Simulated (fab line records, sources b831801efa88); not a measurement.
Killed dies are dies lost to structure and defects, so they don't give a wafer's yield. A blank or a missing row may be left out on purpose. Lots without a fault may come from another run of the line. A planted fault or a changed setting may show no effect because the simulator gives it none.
Which tool did it? | flow sky130 | 12 lots, 36 wafers sampled, at 2 steps of a route of 708

WHAT THE GAUGES READ, wafer by wafer
SKY_METAL5_RS_MEAS_05: measures by four-point-probe.
lot  | measured     | on            | METAL5_ALCU_RS (ohm/sq)
L378 | day 43 02:46 | film_metro-02 | 0.0272 0.0271 0.0273
L380 | day 43 14:20 | film_metro-02 | 0.0273 0.0271 0.0271
L379 | day 43 15:25 | film_metro-02 | 0.0269 0.0265 0.0269
L382 | day 44 06:05 | film_metro-03 | 0.0274 0.0275 0.0277
L383 | day 45 10:20 | film_metro-04 | 0.0272 0.0270 0.0273
L386 | day 45 14:14 | film_metro-04 | 0.0272 0.0269 0.0275
L388 | day 45 17:54 | film_metro-03 | 0.0276 0.0272 0.0278
L391 | day 46 15:55 | film_metro-02 | 0.0267 0.0271 0.0270
L393 | day 46 21:53 | film_metro-04 | 0.0270 0.0268 0.0267
L394 | day 47 01:34 | film_metro-02 | 0.0270 0.0271 0.0271
L399 | day 48 09:46 | film_metro-04 | 0.0277 0.0273 0.0277
L400 | day 48 13:45 | film_metro-03 | 0.0265 0.0267 0.0268

WHICH TOOL RAN EACH LOT (tool, then ch and the chambers of the sampled wafers, then the start)
lot  | SKY_METAL5_SPUTTER_02
L378 | pvd_sputter-01, day 43 02:39
L380 | pvd_sputter-01, day 43 14:10
L379 | pvd_sputter-03, day 43 15:16
L382 | pvd_sputter-01, day 44 05:58
L383 | pvd_sputter-01, day 45 10:13
L386 | pvd_sputter-01, day 45 14:07
L388 | pvd_sputter-01, day 45 17:43
L391 | pvd_sputter-01, day 46 15:46
L393 | pvd_sputter-01, day 46 21:45
L394 | pvd_sputter-01, day 47 01:25
L399 | pvd_sputter-03, day 48 09:37
L400 | pvd_sputter-04, day 48 13:38
- SKY_METAL5_SPUTTER_02: material AlCu, target thk 1150 nm, time 61.2 s.

WHAT THE TOOLS THEMSELVES READ (means of the sampled wafers that have a number; where no wafer has one, the mark that the record gives instead)
SKY_METAL5_SPUTTER_02.
lot  | tool           | throttle_valve_pct (%)
L378 | pvd_sputter-01 | 29.9
L380 | pvd_sputter-01 | 30.2
L379 | pvd_sputter-03 | 29.7
L382 | pvd_sputter-01 | 30.5
L383 | pvd_sputter-01 | 29.8
L386 | pvd_sputter-01 | 30.4
L388 | pvd_sputter-01 | 29.9
L391 | pvd_sputter-01 | 29.8
L393 | pvd_sputter-01 | 29.9
L394 | pvd_sputter-01 | 29.9
L399 | pvd_sputter-03 | 29.3
L400 | pvd_sputter-04 | 29.9

THE ANSWER, worked out from the rows above alone
Rule: what is usual is taken from the lots themselves. Put in order of their means at a reading, lots are off if they are a third of the lots or fewer, leave a main group of 4 or more, and stand apart from it by a gap of 3 or more times the standard deviation of the main group's means; of several such gaps the widest counts. A main group whose means are all the same, to the digits that the tables above print for the reading, isn't used. A lot without any number at a reading at which 4 lots or more have one is off too. The other lots that the step has rows for count as sound. The gauges are gone through in route order, then the tools' own readings, and for those a lot's mean is taken as printed above. The first step at which some lot is off is used, and at that step the reading that is off furthest; a lot without a number counts as furthest.
No lot is off at any reading shown: from this, nothing can be told.

WHAT THE SIMULATOR HAD PUT IN
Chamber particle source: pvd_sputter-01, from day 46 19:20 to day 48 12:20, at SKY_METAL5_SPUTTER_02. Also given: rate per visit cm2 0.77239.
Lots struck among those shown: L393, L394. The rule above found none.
